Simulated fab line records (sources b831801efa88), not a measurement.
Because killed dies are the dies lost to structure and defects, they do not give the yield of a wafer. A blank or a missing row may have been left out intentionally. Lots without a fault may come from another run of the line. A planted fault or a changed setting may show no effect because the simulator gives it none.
fab line records | flow sky130
record: lots: 6 | wafers: 18 | last_day: 50
route steps=708 shown POLY_GATE@233 LDD_N@237 PAD_OPEN@708
lots with no fault: from the same line, run without faults
start_h: start of the lot's first displayed wafer, in hours after the record's first day | wait_h: how many hours have passed since the lot's step before this one | " same as the row above | L1.1+2: a single row standing in for several wafers | - no value, or no start was given | * or withheld: withheld | < > ~ a bound
route shown NAME@n: NAME is a module with steps in the file, n the number in the route of the first one | usual: mean/standard deviation of fault-free wafers | same: alike in all rows | chamber/n: place in a boat | sites: the reading at each site | _std_site: the values' standard deviation | _edge_site: mean of outer sites minus mean of inner sites | radius_mm: how far each site lies from the wafer's centre | mask NAME#n: copy n | behind: the most recent tool/chamber to have shaped the wafer | hold: cause of the lot's hold/its duration in hours/its outcome | device: whichever transistor did not switch (one of n, p or np) | end of line: at the end of the route, the tests of the same wafers | step lacking rows: just its recipe | killed: not the wafer's yield, but the dies lost to structure and defects at the first sort | map: per-die view of a wafer (x killed, . not killed, _ where there is no die)
set.NAME: the setting the step ran with; set.NAME@STEP: the setting that earlier step ran with | model.NAME: the simulator's own value behind a step, which no gauge read
lots at selected steps of the route; one table per step, one row per wafer
services: when a tool's chamber went out of use (start_h, in hours from the record's first day, below 0 if earlier), for how many hours, and the reason
== steps ==
step: SKY_POLY_GATE_CLEAN_19
recipe: chemistry: SC1/SC2 | mix: 1:4:20 | temp_c: 70 | time_s: 150 | dry: n2_spin
step: SKY_POLY_GATE_OXIDATION_20
recipe: temp_c: 850 | ambient: O2 | stabilise_s: 600 | purge_s: 300 | target_thk_a: 40 | ox_time_s: 899
step: SKY_POLY_GATE_THK_MEAS_21
recipe: reads: SiO2_of_POLY_GATE_OXIDATION_20
usual: POLY_GATE_OXIDATION_THK: 4.05/0.065
lot.wafer | tool          | chamber | start_h | wait_h | POLY_GATE_OXIDATION_THK[nm]
L201.2    | film_metro-03 | -       | 388.93  | 0.0    | 3.97
L201.3    | "             | -       | "       | "      | 4.07
L201.5    | "             | -       | "       | "      | 3.97
L211.3    | film_metro-02 | -       | 467.68  | 0.0    | 4.05
L211.5    | "             | -       | "       | "      | 4.07
L211.6    | "             | -       | "       | "      | 4.06
L214.1    | film_metro-02 | -       | 494.13  | 0.0    | 4.01
L214.2    | "             | -       | "       | "      | 4.07
L214.6    | "             | -       | "       | "      | 3.94
L216.2    | film_metro-03 | -       | 508.52  | 0.0    | 4.10
L216.4    | "             | -       | "       | "      | 4.00
L216.6    | "             | -       | "       | "      | 4.08
L222.2    | film_metro-02 | -       | 558.85  | 0.0    | 4.06
L222.3    | "             | -       | "       | "      | 4.01
L222.4    | "             | -       | "       | "      | 3.99
L224.1    | film_metro-03 | -       | 572.53  | 0.0    | 4.04
L224.2    | "             | -       | "       | "      | 4.05
L224.4    | "             | -       | "       | "      | 4.09
step: SKY_POLY_GATE_CD_MEAS_22
usual: cd_nm: 149.7/2.5
lot.wafer | tool      | chamber | start_h | wait_h | cd_nm
L201.2    | cd_sem-01 | -       | 389.01  | 0.1    | 150.0
L201.3    | "         | -       | "       | "      | 144.1
L201.5    | "         | -       | "       | "      | 147.6
L211.3    | cd_sem-01 | -       | 467.77  | 0.1    | 150.1
L211.5    | "         | -       | "       | "      | 144.9
L211.6    | "         | -       | "       | "      | 150.7
L214.1    | cd_sem-02 | -       | 494.19  | 0.1    | 153.6
L214.2    | "         | -       | "       | "      | 147.3
L214.6    | "         | -       | "       | "      | 153.2
L216.2    | cd_sem-01 | -       | 508.59  | 0.1    | 153.1
L216.4    | "         | -       | "       | "      | 148.1
L216.6    | "         | -       | "       | "      | 148.0
L222.2    | cd_sem-01 | -       | 558.93  | 0.1    | 151.5
L222.3    | "         | -       | "       | "      | 148.5
L222.4    | "         | -       | "       | "      | 155.2
L224.1    | cd_sem-02 | -       | 572.71  | 0.2    | 153.2
L224.2    | "         | -       | "       | "      | 149.8
L224.4    | "         | -       | "       | "      | 147.8
step: SKY_LDD_N_DEHYDRATE_00
recipe: temp_c: 200 | time_s: 60
step: SKY_LDD_N_HMDS_01
recipe: prime_time_s: 60 | prime_temp_c: 120
step: SKY_LDD_N_COAT_02
recipe: resist: NOVOLAK | spin_rpm: 3000 | resist_thk_nm: 300
step: SKY_LDD_N_SOFTBAKE_03
recipe: temp_c: 90 | time_s: 60 | resist: NOVOLAK
step: SKY_LDD_N_EXPOSE_04
recipe: mask_id: NTM | target_cd_nm: 840 | na: 0.6 | source_shape: conventional | sigma_outer: 0.6 | dose_mj: 110
step: SKY_LDD_N_PEB_05
recipe: temp_c: withheld | time_s: * | resist: NOVOLAK
step: SKY_LDD_N_DEVELOP_06
recipe: develop_time_s: 60 | dev_temp_c: 23
step: SKY_LDD_N_OVL_MEAS_07
usual: LDD_N_OVL: -0.7/1.4
lot.wafer | tool       | chamber | start_h | wait_h | LDD_N_OVL[nm]
L201.2    | overlay-01 | -       | 418.08  | 0.1    | -1.2
L201.3    | "          | -       | "       | "      | 0.0
L201.5    | "          | -       | "       | "      | 0.1
L211.3    | overlay-01 | -       | 498.95  | 0.1    | -0.2
L211.5    | "          | -       | "       | "      | 1.3
L211.6    | "          | -       | "       | "      | 1.9
L214.1    | overlay-01 | -       | 524.64  | 0.1    | -1.7
L214.2    | "          | -       | "       | "      | 0.0
L214.6    | "          | -       | "       | "      | -0.3
L216.2    | overlay-02 | -       | 538.25  | 0.1    | -0.4
L216.4    | "          | -       | "       | "      | -1.8
L216.6    | "          | -       | "       | "      | -1.0
L222.2    | overlay-02 | -       | 588.70  | 0.1    | -2.3
L222.3    | "          | -       | "       | "      | -0.7
L222.4    | "          | -       | "       | "      | -1.8
L224.1    | overlay-01 | -       | 601.19  | 0.1    | 0.5
L224.2    | "          | -       | "       | "      | 1.1
L224.4    | "          | -       | "       | "      | 1.7
step: SKY_LDD_N_IMPLANT_08
recipe: species: As | energy_kev: 20 | dose_cm2: 7.5e+13 | tilt_deg: withheld | rotation_deg: 23
usual: beam_on_s: 10.03/0.19 | end_station_pressure_torr: 5.31e-06/2.8e-07 | faraday_current_uA: 421/8
lot.wafer | tool         | chamber | start_h | wait_h | beam_on_s | end_station_pressure_torr | faraday_current_uA
L201.2    | implanter-01 | 0       | 418.14  | 0.0    | 9.96      | 5.26e-06                  | 425
L201.3    | "            | 0       | "       | "      | 9.96      | 5.02e-06                  | 424
L201.5    | "            | 0       | "       | "      | 10.00     | 5.39e-06                  | 422
L211.3    | implanter-01 | 0       | 499.03  | 0.1    | 10.07     | 5.13e-06                  | 419
L211.5    | "            | 0       | "       | "      | 9.84      | 5.11e-06                  | 427
L211.6    | "            | 0       | "       | "      | 9.91      | 5.65e-06                  | 427
L214.1    | implanter-03 | 0       | 524.68  | 0.0    | 9.63      | 5.43e-06                  | 437
L214.2    | "            | 0       | "       | "      | 9.97      | 5.73e-06                  | 422
L214.6    | "            | 0       | "       | "      | 9.86      | 5.1e-06                   | 429
L216.2    | implanter-01 | 0       | 538.30  | 0.0    | 10.16     | 5.53e-06                  | 417
L216.4    | "            | 0       | "       | "      | 10.10     | 5.14e-06                  | 419
L216.6    | "            | 0       | "       | "      | 9.87      | 5.11e-06                  | 428
L222.2    | implanter-01 | 0       | 588.75  | 0.0    | 11.93     | 7.773e-05                 | 352
L222.3    | "            | 0       | "       | "      | 11.85     | 8.217e-05                 | 353
L222.4    | "            | 0       | "       | "      | 11.43     | 9.204e-05                 | 365
L224.1    | implanter-01 | 0       | 601.23  | 0.0    | 12.01     | 8.772e-05                 | 347
L224.2    | "            | 0       | "       | "      | 11.57     | 8.824e-05                 | 361
L224.4    | "            | 0       | "       | "      | 11.50     | 7.221e-05                 | 365
step: SKY_LDD_N_IMPLANT_09
recipe: species: As | energy_kev: 20 | dose_cm2: 7.5e+13 | tilt_deg: withheld | rotation_deg: 113
step: SKY_PAD_OPEN_PROBE_99
usual: killed_at_M0_to_M3: 44/7.3 | killed_at_M4_up: 3.4/1.8 | killed_at_contacts: 24/5.8 | killed_at_front_end: 15/4.9 | killed_at_other: 0.4/0.63 | killed_dies: 86/11 | killed_open: 47/8 | killed_short: 39/6.5
same: gross_dies: 492 | killed_at_back_side: 0
lot.wafer | tool      | chamber | start_h | wait_h | killed_at_M0_to_M3 | killed_at_M4_up | killed_at_contacts | killed_at_front_end | killed_at_other | killed_dies | killed_open | killed_short | model.etest.tip_n.rs_ohm_sq
L201.2    | prober-01 | -       | 1084.36 | 0.1    | 57                 | 1               | 19                 | 21                  | 2               | 100         | 60          | 38           | 441.3
L201.3    | prober-01 | -       | 1084.41 | 0.2    | 43                 | 2               | 17                 | 17                  | 1               | 80          | 46          | 33           | 440.8
L201.5    | prober-01 | -       | 1084.51 | 0.2    | 50                 | 2               | 25                 | 7                   | 0               | 84          | 43          | 40           | 441
L211.3    | prober-01 | -       | 1142.19 | 0.2    | 35                 | 8               | 30                 | 26                  | 0               | 99          | 52          | 46           | 445
L211.5    | prober-01 | -       | 1142.29 | 0.2    | 30                 | 3               | 19                 | 15                  | 0               | 67          | 39          | 28           | 442.8
L211.6    | prober-01 | -       | 1142.34 | 0.2    | 35                 | 3               | 15                 | 16                  | 0               | 69          | 32          | 37           | 443.8
L214.1    | prober-02 | -       | 1154.67 | 0.1    | 42                 | 1               | 37                 | 14                  | 0               | 94          | 59          | 35           | 445.4
L214.2    | prober-02 | -       | 1154.72 | 0.1    | 45                 | 6               | 29                 | 21                  | 1               | 102         | 54          | 45           | 444.4
L214.6    | prober-02 | -       | 1154.92 | 0.2    | 40                 | 5               | 36                 | 17                  | 0               | 98          | 53          | 45           | 445.8
L216.2    | prober-02 | -       | 1164.46 | 0.1    | 54                 | 3               | 25                 | 14                  | 1               | 97          | 52          | 45           | 443.4
L216.4    | prober-02 | -       | 1164.56 | 0.2    | 39                 | 0               | 31                 | 23                  | 0               | 93          | 49          | 44           | 441.4
L216.6    | prober-02 | -       | 1164.66 | 0.2    | 46                 | 5               | 23                 | 11                  | 0               | 85          | 52          | 33           | 440.1
L222.2    | prober-02 | -       | 1191.45 | 0.1    | 47                 | 4               | 30                 | 23                  | 0               | 104         | 57          | 47           | 431.7
L222.3    | prober-02 | -       | 1191.50 | 0.2    | 63                 | 3               | 26                 | 14                  | 0               | 106         | 61          | 45           | 430.1
L222.4    | prober-02 | -       | 1191.55 | 0.2    | 49                 | 4               | 21                 | 23                  | 0               | 97          | 52          | 45           | 432.9
killed by level:class
L201.2 VIA1:geometric_particle:open=11 CONTACT:geometric_particle:open=11 VIA3:geometric_particle:open=11 POLY_GATE:geometric_particle:short=6 VIA1:geometric_particle:short=6 VIA2:geometric_particle:open=6 POLY_GATE:geometric_particle:open=5 METAL1:geometric_particle:open=5
L201.3 VIA2:geometric_particle:open=9 VIA1:geometric_particle:open=9 LI_CONTACT:geometric_particle:open=8 METAL2:geometric_particle:short=5 POLY_GATE:geometric_particle:short=4 FIELD_ISO:geometric_particle:open=4 METAL1:geometric_particle:short=4 VIA1:geometric_particle:short=4
L201.5 VIA1:geometric_particle:open=10 CONTACT:geometric_particle:open=9 VIA2:geometric_particle:open=8 VIA2:geometric_particle:short=6 METAL1:geometric_particle:short=6 VIA3:geometric_particle:open=6 LI_CONTACT:geometric_particle:open=5 METAL2:geometric_particle:short=5
L211.3 CONTACT:geometric_particle:open=14 METAL2:geometric_particle:short=11 POLY_GATE:geometric_particle:open=8 VIA1:geometric_particle:open=8 FIELD_ISO:geometric_particle:short=6 POLY_GATE:geometric_particle:short=6 LI_CONTACT:geometric_particle:open=6 CONTACT:geometric_particle:short=6
L211.5 VIA3:geometric_particle:open=7 CONTACT:geometric_particle:open=6 FIELD_ISO:geometric_particle:open=5 POLY_GATE:geometric_particle:short=4 LI_CONTACT:geometric_particle:open=4 CONTACT:geometric_particle:short=4 VIA1:geometric_particle:open=4 METAL3:geometric_particle:short=4
L211.6 VIA1:geometric_particle:open=12 POLY_GATE:geometric_particle:short=7 VIA1:geometric_particle:short=5 CONTACT:geometric_particle:open=4 METAL1:geometric_particle:short=4 VIA2:geometric_particle:open=4 LOCAL_INTERCONNECT:geometric_particle:short=3 LI_CONTACT:geometric_particle:open=3
L214.1 CONTACT:geometric_particle:open=15 METAL2:geometric_particle:short=9 LI_CONTACT:geometric_particle:open=8 VIA1:geometric_particle:open=8 VIA2:geometric_particle:open=8 CONTACT:geometric_particle:short=6 VIA2:geometric_particle:short=5 FIELD_ISO:geometric_particle:open=4
L214.2 VIA1:geometric_particle:open=11 CONTACT:geometric_particle:open=8 CONTACT:geometric_particle:short=8 LI_CONTACT:geometric_particle:open=7 METAL2:geometric_particle:short=6 VIA1:geometric_particle:short=6 VIA3:geometric_particle:open=6 FIELD_ISO:geometric_particle:open=5
L214.6 CONTACT:geometric_particle:open=12 VIA1:geometric_particle:open=12 LOCAL_INTERCONNECT:geometric_particle:short=9 VIA1:geometric_particle:short=9 VIA3:geometric_particle:open=7 LI_CONTACT:geometric_particle:open=7 FIELD_ISO:geometric_particle:open=4 FIELD_ISO:geometric_particle:short=4
L216.2 VIA1:geometric_particle:open=17 CONTACT:geometric_particle:open=10 VIA2:geometric_particle:open=8 VIA1:geometric_particle:short=8 LI_CONTACT:geometric_particle:open=7 METAL1:geometric_particle:short=6 LOCAL_INTERCONNECT:geometric_particle:short=5 POLY_GATE:geometric_particle:open=4
L216.4 LI_CONTACT:geometric_particle:open=10 VIA1:geometric_particle:open=9 FIELD_ISO:geometric_particle:short=6 POLY_GATE:geometric_particle:short=6 LI_CONTACT:geometric_particle:short=6 CONTACT:geometric_particle:open=6 FIELD_ISO:geometric_particle:open=5 METAL1:geometric_particle:short=5
L216.6 VIA1:geometric_particle:open=12 VIA2:geometric_particle:open=10 LI_CONTACT:geometric_particle:open=8 VIA3:geometric_particle:open=7 POLY_GATE:geometric_particle:open=6 METAL2:geometric_particle:short=6 CONTACT:geometric_particle:short=5 CONTACT:geometric_particle:open=5
L222.2 VIA1:geometric_particle:open=12 CONTACT:geometric_particle:open=11 FIELD_ISO:geometric_particle:short=10 LI_CONTACT:geometric_particle:open=9 METAL2:geometric_particle:short=7 METAL1:geometric_particle:short=6 VIA2:geometric_particle:open=5 VIA3:geometric_particle:open=5
L222.3 VIA1:geometric_particle:open=15 CONTACT:geometric_particle:open=9 METAL2:geometric_particle:short=9 VIA2:geometric_particle:open=9 VIA3:geometric_particle:open=8 LI_CONTACT:geometric_particle:open=6 POLY_GATE:geometric_particle:open=5 CONTACT:geometric_particle:short=5
L222.4 VIA1:geometric_particle:open=12 CONTACT:geometric_particle:open=10 VIA2:geometric_particle:open=8 FIELD_ISO:geometric_particle:short=6 METAL2:geometric_particle:short=6 POLY_GATE:geometric_particle:short=5 METAL3:geometric_particle:short=5 FIELD_ISO:geometric_particle:open=4
== services ==
tool         | chamber | start_h | hours | kind
implanter-03 | -       | 410.02  | 1.0   | repair
implanter-01 | -       | 469.95  | 4.6   | repair
implanter-01 | -       | 539.67  | 3.8   | repair
implanter-03 | -       | 540.05  | 4.8   | repair
== key ==
first_sign: step: SKY_LDD_N_IMPLANT_08 | reading: end_station_pressure_torr | direction: up | sigmas: 99+ | usual: 5.31e-06 | struck: 8.335e-05
effect: step: SKY_LDD_N_IMPLANT_08 | reading: beam_on_s | direction: up | sigmas: 8.7 | usual: 10.03 | struck: 11.72
model_effect: step: SKY_PAD_OPEN_PROBE_99 | value: etest.tip_n.rs_ohm_sq | without: 442 | struck: 431.6
met_at SKY_LDD_N_IMPLANT_08
struck_wafers L222.2,L222.3,L222.4,L224.1,L224.2,L224.4
rows_end L224.1,L224.2,L224.4
tester_left_out L222
onset_between 538.30 588.75
fault: kind: process_parameter_drift | tool: implanter-01 | chamber: - | onset_h: 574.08 | steps: SKY_LDD_N_IMPLANT_08 | channel: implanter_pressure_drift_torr | offset: 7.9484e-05 | shape: step | end_h: 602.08
fault: kind: process_parameter_drift | tool: implanter-01 | chamber: - | onset_h: 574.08 | steps: SKY_LDD_N_IMPLANT_08 | channel: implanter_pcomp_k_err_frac | offset: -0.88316 | shape: step | end_h: 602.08
tester_left_out: of these lots the tester's yield and bins aren't shown, on N5 and GAA mostly nor the transistor test; their killed dies are dies lost to structure and defects alone, not to doping, threshold or leakage, so they don't give the yield
rows_end: these wafers met a further fault down the route, and their rows from its step on are left out
